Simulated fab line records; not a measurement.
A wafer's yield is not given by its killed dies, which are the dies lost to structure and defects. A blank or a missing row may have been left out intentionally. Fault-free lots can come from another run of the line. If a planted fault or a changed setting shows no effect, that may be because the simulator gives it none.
Struck lot and sound lot, side by side    flow sky130    35 out of 708 route steps
Sound: these wafers, L316.1, L316.4, L316.5. Struck: wafers L327.2, L327.3, L327.6. At the end, the cause is stated.
Each step with rows lists, per side, the tool, then ch with its chambers, then its first start. Under that, the readings that differ: sound wafers    struck wafers    difference of the means    sigmas: that difference in standard deviations of wafers without a fault.
alike: a reading whose means differ by less than 2 such deviations, as well as words and numbers matching on both sides. not compared: withheld readings; readings where some wafer has no value; bounds like >300 that might hide an equal value; numbers whose values overlap and for which the record gives no deviation.
The two part at a step that has a row with sigmas, a row that says differs or no value, or rows on one side only. Non-overlapping numbers with no deviation appear without sigmas and do not part them. A reading missing from all wafers of one side parts the sides only when that side holds two or more wafers.

first, 10 steps without rows for these wafers: SKY_POLY_CUT_ETCH_10 (etches BARC in N2/H2, stops on SiO2, time 45.9 s, target depth 60 nm); SKY_POLY_CUT_ETCH_11 (etches Si3N4 in CF4/CH2F2/Ar, stops on poly-Si, time 42.5 s, target depth 60 nm); SKY_POLY_CUT_STRIP_12 (strips in O2/N2); SKY_SD_P_DEHYDRATE_00 (time 60 s); SKY_SD_P_HMDS_01 (prime time 60 s); SKY_SD_P_COAT_02 (resist thk 1140 nm); SKY_SD_P_SOFTBAKE_03 (time 60 s); SKY_SD_P_EXPOSE_04 (exposes mask PSDM, target cd 380 nm); SKY_SD_P_PEB_05; SKY_SD_P_DEVELOP_06 (develop time 59.22 s).
SKY_SD_P_IMPLANT_09:
  sound on implanter-01 ch 0, day 28 22:01; struck on implanter-01 ch 0, day 32 12:02
reading                    sound                 struck                difference  sigmas
beam_energy_keV            20.000 20.002 20.007  19.218 19.231 19.227  -0.778      -99 or more
model.implant.rp_nm (nm)   17.83 17.83 17.83     17.01 17.01 17.01     -0.82       
model.implant.drp_nm (nm)  9.746 9.746 9.746     9.48 9.48 9.48        -0.27       
  alike: beam_on_s
then, 22 steps without rows for these wafers: SKY_SD_P_STRIP_10 (strips in O2/N2); SKY_RES_XHIGH_DEHYDRATE_00 (time 60 s); SKY_RES_XHIGH_HMDS_01 (prime time 60 s); SKY_RES_XHIGH_COAT_02 (resist thk 1140 nm); SKY_RES_XHIGH_SOFTBAKE_03 (time 60 s); SKY_RES_XHIGH_EXPOSE_04 (exposes mask URPM, target cd 1270 nm); SKY_RES_XHIGH_PEB_05; SKY_RES_XHIGH_DEVELOP_06 (develop time 60 s); SKY_RES_XHIGH_IMPLANT_07; SKY_RES_XHIGH_STRIP_08 (strips in O2/N2); SKY_SD_N_DEHYDRATE_00 (time 60 s); SKY_SD_N_HMDS_01 (prime time 60 s); SKY_SD_N_COAT_02 (resist thk 1140 nm); SKY_SD_N_SOFTBAKE_03 (time 60 s); SKY_SD_N_EXPOSE_04 (exposes mask NSDM, target cd 380 nm); SKY_SD_N_PEB_05; SKY_SD_N_DEVELOP_06 (develop time 60 s); SKY_SD_N_IMPLANT_09; SKY_SD_N_IMPLANT_10; SKY_SD_N_STRIP_11 (strips in O2/N2); SKY_SD_N_CLEAN_13 (cleans in SC1/SC2, time 150 s); SKY_SD_N_RTA_14 (time 2 s).
-- the record jumps here: 2 days lie between the struck wafers' starts before and after --
SKY_SD_N_RS_MEAS_17: uses a four-point probe to measure.
  sound on film_metro-04, day 31 08:16; struck on film_metro-01, day 34 18:29
reading           sound              struck             difference  sigmas
SD_P_RS (ohm/sq)  147.4 147.6 147.6  149.4 148.5 149.5  +1.6        +4
-- a jump in the record: the struck wafers' starts before and after are 16 days apart (it breaks off in module SD_N and resumes in module PAD_OPEN, where the first step shown is number 708 of the route) --
SKY_PAD_OPEN_PROBE_99:
  sound on prober-01, day 48 23:50; struck on prober-02, day 51 03:52
  alike: killed_at_M0_to_M3, killed_at_M4_up, killed_at_contacts, killed_at_front_end, killed_at_other, killed_dies, killed_open, killed_short

## WHERE THEY PART
First at SKY_SD_P_IMPLANT_09; last, within this record, at SKY_SD_N_RS_MEAS_17. Later steps at which nothing parts them and some readings are alike: SKY_PAD_OPEN_PROBE_99.

WHY: whatever the simulator had introduced
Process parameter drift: implanter-01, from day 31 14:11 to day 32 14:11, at SKY_SD_P_IMPLANT_09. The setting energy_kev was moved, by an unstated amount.
